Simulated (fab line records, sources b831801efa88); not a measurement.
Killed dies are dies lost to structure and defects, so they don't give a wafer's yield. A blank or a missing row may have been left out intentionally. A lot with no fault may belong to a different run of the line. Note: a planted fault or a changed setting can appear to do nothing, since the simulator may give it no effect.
2 desks looking at one fault | flow sky130 | each desk holds nothing but its own numbers, with what lay behind them at the end

AT THE TOOL OWNER'S DESK: hdpcvd-02
The tool's own readings at SKY_LI_CONTACT_HDPCVD_00 (deposits PSG, target thk 930 nm, time 155 s): means of the sampled wafers that have a number, for each lot that ran on this tool. A lot is out of limits, marked OUT, if its mean lies more than 4 standard deviations from the usual mean; the brackets give that distance.
Columns: A = run_length_s at SKY_LI_CONTACT_HDPCVD_00, usual 182.8 s
lot  | first seen here | A
L707 | day 27 16:43    | 182.9
L709 | day 28 08:16    | 183.2
L716 | day 30 21:25    | 182.9
L717 | day 31 08:49    | 182.7
L722 | day 33 02:04    | 188.3 (+12) OUT
L724 | day 33 12:58    | 192.2 (+21) OUT
This desk finds L722, L724 out of limits, L722 being first, at day 33 02:04 (run_length_s at SKY_LI_CONTACT_HDPCVD_00). Within limits: L707, L709, L716, L717.

THE METROLOGY DESK
What the gauges read, lot by lot, whatever tool the lot ran on: means of the sampled wafers that have a number. A lot is out of limits, marked OUT, if its mean lies more than 4 standard deviations from the usual mean; the brackets give that distance.
Columns: A = SPACER_CVD_00_THK at SKY_SPACER_THK_MEAS_01, usual 43.1 nm; B = SD_P_TW at SKY_SD_P_TW_MEAS_11, usual 2815; C = LI_CONTACT_HDPCVD_THK at SKY_LI_CONTACT_THK_MEAS_01, usual 928 nm; D = CONTACT_CVD_00_THK at SKY_CONTACT_THK_MEAS_01, usual 74.9 nm
lot  | first seen here | A    | B    | C              | D
L707 | day 22 17:38    | 42.9 | 2778 | 935            | 75.6
L708 | day 22 21:18    | 42.5 | 2776 | 919            | 75.5
L709 | day 23 09:35    | 42.6 | 2776 | 930            | 74.9
L714 | day 25 14:22    | 43.5 | 2785 | 930            | 74.4
L716 | day 26 03:18    | 43.2 | 2774 | 924            | 75.3
L717 | day 26 14:27    | 43.4 | 2833 | 918            | 73.6
L718 | day 26 23:56    | 43.6 | 2786 | 923            | 75.0
L722 | day 28 10:55    | 42.6 | 2779 | 952            | 75.1
L723 | day 28 14:32    | 43.0 | 2777 | 920            | 75.6
L724 | day 28 23:05    | 42.8 | 2851 | 977 (+6.3) OUT | 75.3
L725 | day 29 15:22    | 43.3 | 2787 | 928            | 75.0
L728 | day 30 10:09    | 42.7 | 2770 | 932            | 75.5
Per this desk, out of limits: L724; the first was L724, day 33 13:05 (LI_CONTACT_HDPCVD_THK at SKY_LI_CONTACT_THK_MEAS_01). Within limits: L707, L708, L709, L714, L716, L717, L718, L722, L723, L725, L728.

PUT TOGETHER
The tool owner's desk could have raised an alarm at day 33 02:04, on L722, L724.
An alarm was possible from the metrology desk at day 33 13:05, on L724.
The metrology desk has L722 on record, within its limits.
All the named lots went through SKY_LI_CONTACT_HDPCVD_00 on hdpcvd-02.

WHAT HAD BEEN PUT IN BY THE SIMULATOR
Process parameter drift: hdpcvd-02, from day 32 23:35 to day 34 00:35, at SKY_LI_CONTACT_HDPCVD_00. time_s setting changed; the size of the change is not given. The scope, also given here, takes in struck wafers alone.
Shown lots that were struck: L722, L724.
Counting hours from when the fault started, the first reading out of limits came at 2 for the tool owner's desk and at 14 for the metrology desk.
